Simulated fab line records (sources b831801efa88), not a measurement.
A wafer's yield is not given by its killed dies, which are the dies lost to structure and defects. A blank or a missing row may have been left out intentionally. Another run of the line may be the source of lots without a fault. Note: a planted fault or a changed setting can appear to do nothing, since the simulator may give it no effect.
Which tool was responsible? ; flow sky130 ; 6 lots with 18 wafers sampled at 2 steps, on a route of 708 steps

WHAT THE GAUGES READ, wafer by wafer
SKY_LDD_N_TW_MEAS_17.
lot;measured;on;LDD_N_TW
L439;day 18 11:50;film metro-01;2598 2593 2603
L442;day 19 14:13;film metro-04;2540 2534 2532
L445;day 21 02:14;film metro-04;2544 2539 2538
L448;day 22 13:10;film metro-01;2602 2601 2602
L451;day 23 06:07;film metro-02;2566 2560 2576
L458;day 26 02:33;film metro-02;2576 2582 2573

TOOL THAT RAN EACH LOT (tool first, then ch and the chambers of the sampled wafers, then the start)
lot;SKY_POLY_GATE_ETCH_17
L439;rie si-02 ch 2,3, day 17 01:17
L442;rie si-02 ch 0,1,2, day 18 03:23
L445;rie si-02 ch 0,2,3, day 19 15:20
L448;rie si-01 ch 0,1,3, day 21 03:26
L451;rie si-02 ch 0,1,2, day 21 21:10
L458;rie si-02 ch 0,3, day 24 17:08
- SKY_POLY_GATE_ETCH_17: etches poly-Si in HBr/Cl2, stops on SiO2, target depth 180 nm, time 70.5 s.

THE ANSWER, worked out from the rows above alone
Rule: the lots themselves supply what counts as usual. Put in order of their means at a reading, lots are off if they are a third of the lots or fewer, leave a main group of 4 or more, and stand apart from it by a gap of 3 or more times the standard deviation of the main group's means; of several such gaps the widest counts. Not used: any main group whose means are identical at the precision the tables above print for the reading. Also off: a lot with no number at a reading for which 4 or more lots have one. The other lots that the step has rows for count as sound.
Nothing can be told from this: no lot is off at any reading shown.

WHAT THE SIMULATOR HAD PUT IN
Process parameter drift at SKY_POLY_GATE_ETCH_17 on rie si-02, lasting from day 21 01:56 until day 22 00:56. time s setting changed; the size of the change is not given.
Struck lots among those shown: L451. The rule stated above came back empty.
